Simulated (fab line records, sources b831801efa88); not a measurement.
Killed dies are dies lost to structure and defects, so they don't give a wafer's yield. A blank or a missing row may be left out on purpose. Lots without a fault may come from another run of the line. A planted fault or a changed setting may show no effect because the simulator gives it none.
One fault seen from 2 desks | flow sky130 | each desk has only its own numbers; what lay behind them comes last

THE METROLOGY DESK
What the gauges read, lot by lot, whatever tool the lot ran on: means of the sampled wafers that have a number. A lot is out of limits, marked OUT, if its mean lies more than 4 standard deviations from the usual mean; the brackets give that distance.
Columns: A = CONTACT_W_RS at SKY_CONTACT_RS_MEAS_25, usual 0.337 ohm/sq; B = CONTACT_W_THK at SKY_CONTACT_THK_MEAS_26, usual 331 nm
lot  | first seen here | A     | B
L442 | day 32 09:25    | 0.338 | 327
L444 | day 32 17:49    | 0.340 | 328
L445 | day 33 04:30    | 0.334 | 333
L446 | day 33 12:32    | 0.334 | 336
L447 | day 33 14:52    | 0.336 | 330
L454 | day 36 00:37    | 0.337 | 333
L455 | day 36 11:18    | 0.337 | 332
L458 | day 36 23:03    | 0.338 | 332
L461 | day 38 07:13    | 0.333 | 333
L463 | day 38 15:54    | 0.337 | 327
L465 | day 38 21:11    | 0.337 | 327
This desk's finding: nothing out of limits on any of the 11 lots.

THE TOOL OWNER'S DESK: rie_metal-04
The tool's own readings at SKY_METAL1_METAL_ETCH_19 (etches the open film in Cl2/BCl3, stops on SiO2, target depth 360 nm, time 78 s): means of the sampled wafers that have a number, for each lot that ran on this tool. A lot is out of limits, marked OUT, if its mean lies more than 4 standard deviations from the usual mean; the brackets give that distance.
Columns: A = drypump_motor_current_A at SKY_METAL1_METAL_ETCH_19, usual 5.5 A; B = oes_product_au at SKY_METAL1_METAL_ETCH_19, usual 0.856 a.u.; C = throttle_valve_pct at SKY_METAL1_METAL_ETCH_19, usual 22.264 %
lot  | first seen here | A   | B     | C
L444 | day 33 21:40    | 5.4 | 0.852 | 22.265
L445 | day 34 08:28    | 5.7 | 0.855 | 22.269
L446 | day 34 16:52    | 5.4 | 0.852 | 22.268
L454 | day 37 03:23    | 5.7 | 0.832 | 22.276
L461 | day 39 09:16    | 5.0 | 0.858 | 22.264
L465 | day 39 23:50    | 6.1 | 0.851 | 22.261
This desk's finding: nothing out of limits on any of the 6 lots.

PUT TOGETHER
The metrology desk saw nothing out of limits.
The tool owner's desk saw nothing out of limits.

WHAT THE SIMULATOR HAD PUT IN
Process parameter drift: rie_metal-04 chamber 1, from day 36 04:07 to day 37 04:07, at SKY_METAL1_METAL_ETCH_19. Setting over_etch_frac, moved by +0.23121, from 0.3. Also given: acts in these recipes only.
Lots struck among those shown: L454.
